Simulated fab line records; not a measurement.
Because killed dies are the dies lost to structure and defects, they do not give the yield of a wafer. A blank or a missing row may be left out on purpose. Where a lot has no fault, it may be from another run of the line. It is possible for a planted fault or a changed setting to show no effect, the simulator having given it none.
Comparing a struck lot with a sound one | flow sky130 | 14 steps out of a route of 708
Sound: these wafers, L522.1, L522.3, L522.5. Struck: wafers L526.1, L526.4 (left out: L526.6, a lot-mate that was not struck); the cause follows at the end.
Order at every step that has rows: each side's tool, ch and its chambers, its first start. Under that, the readings that differ: sound wafers | struck wafers | difference of the means | sigmas: that difference in standard deviations of wafers without a fault.
alike: readings whose means differ by less than 2 such deviations, and words and numbers that are the same on both sides. not compared: withheld readings, readings that some wafer has no value for, bounds like >300 that may hide the same value, and numbers for which the record gives no deviation and whose values overlap.
A row with sigmas, a row that says differs or no value, or rows on one side alone: a step with any of these is where the two part. Numbers that have no deviation but don't overlap get no sigmas and don't part them. A reading that every wafer of one side lacks parts them only if that side has two wafers or more.

first, 2 steps without rows for these wafers: SKY_VIA4_PEB_09; SKY_VIA4_DEVELOP_10 (develop time 60 s).
SKY_VIA4_OVL_MEAS_11:
  struck on overlay-01, day 45 09:31; sound on overlay-01, day 44 09:52
  alike: VIA4_OVL
SKY_VIA4_ETCH_12: etches SiO2 in C4F8/O2/Ar, stops on TiN, target depth 580 nm.
  sound on rie-diel-01 ch 0,1,3, day 44 09:54; struck on rie-diel-01 ch 1,2, day 45 09:34
  alike: oes-product-au
SKY_VIA4_STRIP_13: strips in O2/N2.
  sound on plasma-asher-01 ch 0,1, day 44 09:59; struck on plasma-asher-01 ch 1, day 45 09:38
  alike: drypump-motor-current-A, oes-product-au, strip-time-to-endpoint-s
  not compared: rf-hours-counter-h
then, 3 steps without rows for these wafers: SKY_VIA4_STRIP_14 (strips in post etch residue remover, time 1200 s); SKY_VIA4_CLEAN_15 (cleans in IPA, time 180 s); SKY_VIA4_CLEAN_16 (cleans in O3/DIW).
SKY_VIA4_SPUTTER_17: material TiN, target thk 20 nm, time 80 s.
  struck on pvd-sputter-01, day 45 10:16; sound on pvd-sputter-01, day 44 10:34
  alike: chamber-pressure-pa, throttle-valve-pct
SKY_VIA4_CVD_18: deposits W, target thk 505 nm, time 152.14 s.
  sound on cvd-w-01 ch 0,1, day 44 10:38; struck on cvd-w-02 ch 0,1, day 45 10:20
  alike: heater-power-w
SKY_VIA4_RS_MEAS_19: the measuring method here is four-point-probe.
  struck on film-metro-01, day 45 10:29; sound on film-metro-01, day 44 10:47
  alike: VIA4_W_RS
SKY_VIA4_THK_MEAS_20: measures by xrf.
  struck on film-metro-01, day 45 10:36; sound on film-metro-01, day 44 10:54
  alike: VIA4_W_THK
SKY_VIA4_CMP_21: polishes, stops on SiO2, t overpolish 25 s, target thk 0 nm.
  sound on cmp-02 ch 0,2,3, day 44 10:58; struck on cmp-02 ch 1,3, day 45 10:43
  reading                | sound                | struck      | difference | sigmas
  overpolish-run-s (s)   | 25.002 24.985 24.988 | 0.034 0.027 | -24.961    | -99 or more
  time-to-endpoint-s (s) | 126 131 134          | 191 195     | +63        | +11
  alike: motor-current-A
SKY_METAL5_SPUTTER_00: material Ti, target thk 15 nm, time 10 s.
  the record has rows for the sound wafers here (pvd-sputter-02, day 44 11:16) and none for the struck ones

== WHERE THEY PART ==
At SKY_VIA4_CMP_21 first; at SKY_METAL5_SPUTTER_00 last (within this record only).

WHY: what had been put in by the simulator
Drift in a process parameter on cmp-02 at SKY_VIA4_CMP_21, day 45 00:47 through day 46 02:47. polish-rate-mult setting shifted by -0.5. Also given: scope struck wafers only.
